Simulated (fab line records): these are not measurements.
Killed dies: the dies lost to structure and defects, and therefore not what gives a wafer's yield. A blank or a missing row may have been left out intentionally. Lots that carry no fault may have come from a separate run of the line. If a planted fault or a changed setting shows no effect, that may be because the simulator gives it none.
Commonality check across tools    flow gf180mcu    12 lots, 36 wafers sampled

## WHAT PROMPTED THE OPENING
3 of 12 lots carry a flag on the reading DUAL_GATE_OXIDATION_00_THK at GF_DUAL_GATE_THK_MEAS_03. Fault-free wafers read 10.94 nm, with a standard deviation of 0.2.
Rule: flag the lot when none of its wafers has a number, or when each of its wafers that has one lies beyond 4 standard deviations from that mean. The other lots count as sound.

lot   measured      on            DUAL_GATE_OXIDATION_00_THK (nm), wafer by wafer  flag
L164  day 8 06:04   filmMetro-01  11.04 11.16 10.99                                
L168  day 9 10:58   filmMetro-01  9.51 9.56 9.55                                   FLAGGED
L170  day 9 20:11   filmMetro-04  9.31 9.38 9.24                                   FLAGGED
L172  day 10 12:34  filmMetro-03  9.34 9.24 9.10                                   FLAGGED
L175  day 11 05:13  filmMetro-01  11.08 11.13 10.99                                
L177  day 11 19:51  filmMetro-01  10.61 10.80 10.71                                
L180  day 12 15:09  filmMetro-03  11.08 11.04 10.89                                
L181  day 12 23:23  filmMetro-04  10.79 10.83 10.86                                
L182  day 13 07:33  filmMetro-01  10.53 10.70 10.53                                
L183  day 13 18:11  filmMetro-03  10.94 11.10 10.86                                
L184  day 13 22:31  filmMetro-04  11.18 11.36 11.21                                
L185  day 14 05:22  filmMetro-03  11.06 11.12 10.92                                
The numbers of the flagged lots are 9.36 nm on average: -1.58 nm against the usual, or -8 standard deviations.

## TOOL THAT RAN EACH LOT
3 process steps preceding the reading are held in the record, out of 602 steps in the route. Read each cell as the tool, then ch plus the chambers that the sampled wafers visited, then the start.
lot   flag     GF_MVPSD_STRIP_10                    GF_VT_IMPLANT_STRIP_31               GF_DUAL_GATE_OXIDATION_02
L164           plasmaAsher-02 ch 0,1, day 5 12:46   plasmaAsher-04 ch 0, day 7 11:07     furnace-01 ch 0, day 8 04:37
L168  FLAGGED  plasmaAsher-02 ch 0,1, day 6 15:08   plasmaAsher-01 ch 0,1, day 8 15:52   furnace-01 ch 0, day 9 09:31
L170  FLAGGED  plasmaAsher-01 ch 0,1, day 6 23:28   plasmaAsher-02 ch 0,1, day 9 00:07   furnace-01 ch 0, day 9 18:44
L172  FLAGGED  plasmaAsher-03 ch 0,1, day 7 14:50   plasmaAsher-02 ch 0,1, day 9 16:25   furnace-01 ch 0, day 10 11:07
L175           plasmaAsher-01 ch 0,1, day 8 05:31   plasmaAsher-04 ch 0,1, day 10 08:40  furnace-02 ch 0, day 11 03:46
L177           plasmaAsher-02 ch 0,1, day 8 19:05   plasmaAsher-01 ch 0,1, day 10 23:04  furnace-02 ch 0, day 11 18:24
L180           plasmaAsher-03 ch 0,1, day 9 12:16   plasmaAsher-01 ch 0,1, day 11 17:43  furnace-02 ch 0, day 12 13:43
L181           plasmaAsher-03 ch 0,1, day 9 19:22   plasmaAsher-01 ch 0,1, day 12 01:48  furnace-02 ch 0, day 12 21:55
L182           plasmaAsher-03 ch 0,1, day 9 23:37   plasmaAsher-02 ch 0,1, day 12 06:29  furnace-02 ch 0, day 13 06:05
L183           plasmaAsher-02 ch 0,1, day 10 08:29  plasmaAsher-01 ch 0,1, day 12 16:52  furnace-01 ch 0, day 13 16:44
L184           plasmaAsher-02 ch 0,1, day 10 12:49  plasmaAsher-01 ch 0,1, day 12 20:38  furnace-01 ch 0, day 13 21:04
L185           plasmaAsher-03 ch 0,1, day 10 18:53  plasmaAsher-02 ch 0,1, day 13 04:07  furnace-01 ch 0, day 14 03:56
What is done by these steps:
- GF_MVPSD_STRIP_10: strips in O2/N2.
- GF_VT_IMPLANT_STRIP_31: strips in O2/N2.
- GF_DUAL_GATE_OXIDATION_02: stabilise 600 s, purge 300 s, target thk 10.887 nm.
- GF_DUAL_GATE_THK_MEAS_03

## FLAGGED OVER TOTAL, TOOL BY TOOL (the gauges that took the reading come last)
step                       tool            lots run  flagged  share of the flagged lots  sound lots run after its first flagged lot
GF_MVPSD_STRIP_10          plasmaAsher-01  2         1        some                       1 (L175)
GF_MVPSD_STRIP_10          plasmaAsher-02  5         1        some                       3 (L177,L183,L184)
GF_MVPSD_STRIP_10          plasmaAsher-03  5         1        some                       4 (L180,L181,L182,L185)
GF_VT_IMPLANT_STRIP_31     plasmaAsher-01  6         1        some                       5 (L177,L180,L181,L183,L184)
GF_VT_IMPLANT_STRIP_31     plasmaAsher-02  4         2        some                       2 (L182,L185)
GF_VT_IMPLANT_STRIP_31     plasmaAsher-04  2         0        none                       -
GF_DUAL_GATE_OXIDATION_02  furnace-01      7         3        all                        3 (L183,L184,L185)
GF_DUAL_GATE_OXIDATION_02  furnace-02      5         0        none                       -
GF_DUAL_GATE_THK_MEAS_03   filmMetro-01    5         1        some                       3 (L175,L177,L182)
GF_DUAL_GATE_THK_MEAS_03   filmMetro-03    4         1        some                       3 (L180,L183,L185)
GF_DUAL_GATE_THK_MEAS_03   filmMetro-04    3         1        some                       2 (L181,L184)

## THE TABLE: WHAT IT ALLOWS
Rows of the table that ran each flagged lot: 1, that is furnace-01 at GF_DUAL_GATE_OXIDATION_02.
- furnace-01 at GF_DUAL_GATE_OXIDATION_02 ran 7 lots, 3 of them flagged. Sound lots followed the first flagged one (L183, L184, L185) on it, something a lasting fault affecting the whole tool could not allow.
Every row of the table either missed a flagged lot or ran a sound lot after the first.

## WHAT THE SIMULATOR HAD INSERTED
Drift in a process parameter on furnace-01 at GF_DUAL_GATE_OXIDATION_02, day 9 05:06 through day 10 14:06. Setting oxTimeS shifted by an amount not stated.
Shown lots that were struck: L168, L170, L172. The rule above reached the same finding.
